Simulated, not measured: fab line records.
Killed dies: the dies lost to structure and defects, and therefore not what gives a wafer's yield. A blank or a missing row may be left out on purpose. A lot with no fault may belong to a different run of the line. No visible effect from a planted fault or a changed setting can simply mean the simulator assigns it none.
The tool behind it: which one?    flow gf180mcu    at 1 step of a route of 602, 13 lots with 39 wafers sampled

== WHAT EACH GAUGE READ, for each wafer ==
GF_PSD_OVL_MEAS_08. Usual: for PSD_OVL the level is -0.4 nm and the standard deviation is 1.5.
lot   measured      on          PSD_OVL (nm)    flag
L695  day 15 04:51  overlay-01  0.1 -1.2 -0.2   
L696  day 15 13:16  overlay-02  -0.3 0.5 -1.2   
L697  day 15 18:00  overlay-01  0.9 0.1 -0.4    
L698  day 16 09:49  overlay-01  0.4 1.5 1.5     
L700  day 16 19:35  overlay-01  1.0 1.4 0.2     
L703  day 17 21:23  overlay-02  -2.4 -3.1 -4.2  
L704  day 18 06:22  overlay-01  -0.4 -1.5 1.7   
L709  day 20 00:25  overlay-01  1.1 0.9 1.0     
L710  day 20 10:29  overlay-01  0.3 -0.5 -0.4   
L713  day 21 10:10  overlay-02  0.9 -1.6 -2.4   
L714  day 21 16:55  overlay-01  -0.1 -0.2 0.8   
L715  day 22 02:43  overlay-01  -0.1 -1.7 -1.8  
L716  day 22 11:30  overlay-02  -2.4 -1.3 -1.8  

== EACH LOT AND THE TOOL THAT RAN IT (in order: tool; ch and the chambers of the sampled wafers; start) ==
The record holds no process step before these readings.

== WHAT THE TOOLS THEMSELVES READ (means of the sampled wafers that have a number; where no wafer has one, the mark that the record gives instead) ==
The record holds no such reading with a usual standard deviation.

== THE ANSWER, worked out from the rows above alone ==
Rule: a lot is off if the mean of its wafers that have a number lies more than 3 standard deviations from the usual mean. A lot without any number at a reading at which 4 lots or more have one is off too. Where the step has rows for the other lots, those lots are counted as sound. Order of review: gauges by route order, followed by the tools' own readings, for which a lot's mean as printed above is used. The first step at which some lot is off is used, and at that step the reading that is off furthest; a lot without a number counts as furthest.
Across all readings shown, no lot is off: no conclusion can be drawn from this.

== WHAT THE SIMULATOR PUT IN ==
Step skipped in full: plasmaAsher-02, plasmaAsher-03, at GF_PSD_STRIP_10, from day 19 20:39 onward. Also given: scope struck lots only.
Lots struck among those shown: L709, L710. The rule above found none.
